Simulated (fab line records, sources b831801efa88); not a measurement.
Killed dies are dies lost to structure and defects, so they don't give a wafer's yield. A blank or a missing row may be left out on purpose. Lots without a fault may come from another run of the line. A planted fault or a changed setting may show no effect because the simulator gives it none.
One fault seen from 2 desks | flow sky130 | each desk has only its own numbers; what lay behind them comes last

THE METROLOGY DESK
What the gauges read, lot by lot, whatever tool the lot ran on: means of the sampled wafers that have a number. A lot is out of limits, marked OUT, if its mean lies more than 4 standard deviations from the usual mean; the brackets give that distance.
Columns: A = METAL2_ALCU_THK at SKY_METAL2_THK_MEAS_06, usual 253 nm; B = VIA2_BOW at SKY_VIA2_BOW_MEAS_03, usual 87 um
lot  | first seen here | A   | B
L591 | day 34 01:42    | 251 | 83
L594 | day 35 10:57    | 252 | 77
L595 | day 36 03:07    | 257 | 81
L597 | day 36 09:02    | 252 | 90
L598 | day 36 19:21    | 256 | 86
L599 | day 37 05:16    | 253 | 76
L600 | day 37 12:59    | 252 | 88
L601 | day 37 14:20    | 257 | 88
L602 | day 38 10:28    | 252 | 86
L603 | day 38 11:18    | 249 | 95
L611 | day 40 12:06    | 259 | 81
L612 | day 40 17:05    | 254 | 96
L614 | day 41 10:50    | 257 | 80
This desk's finding: nothing out of limits on any of the 13 lots.

THE TOOL OWNER'S DESK: litho_track-04
The tool's own readings at SKY_VIA2_DEVELOP_11 (develop time 60 s): means of the sampled wafers that have a number, for each lot that ran on this tool. A lot is out of limits, marked OUT, if its mean lies more than 4 standard deviations from the usual mean; the brackets give that distance.
Columns: A = developer_temp_C at SKY_VIA2_DEVELOP_11, usual 21.00 C
lot  | first seen here | A
L595 | day 38 07:00    | 21.11
L598 | day 38 23:00    | 21.04
L599 | day 39 09:00    | 21.06
L600 | day 39 16:00    | 21.53 (+4.4) OUT
L601 | day 39 17:00    | 21.75 (+6.2) OUT
L602 | day 40 13:00    | 21.63 (+5.3) OUT
L614 | day 43 09:00    | 21.07
This desk's finding: out of limits on L600, L601, L602; first on L600, day 39 16:00 (developer_temp_C at SKY_VIA2_DEVELOP_11). In limits: L595, L598, L599, L614.

PUT TOGETHER
The tool owner's desk could have raised an alarm at day 39 16:00, on L600, L601, L602.
The metrology desk saw nothing out of limits.
The metrology desk has L600, L601, L602 on record, within its limits.
Of the lots named, all ran SKY_VIA2_DEVELOP_11 on litho_track-04.

WHAT THE SIMULATOR HAD PUT IN
Process parameter drift: litho_track-04, from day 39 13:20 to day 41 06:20, at SKY_VIA2_DEVELOP_11. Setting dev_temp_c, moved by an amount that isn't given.
Lots struck among those shown: L600, L601, L602.
Hours from the fault's start to each desk's first reading out of limits: the tool owner's desk, 3.
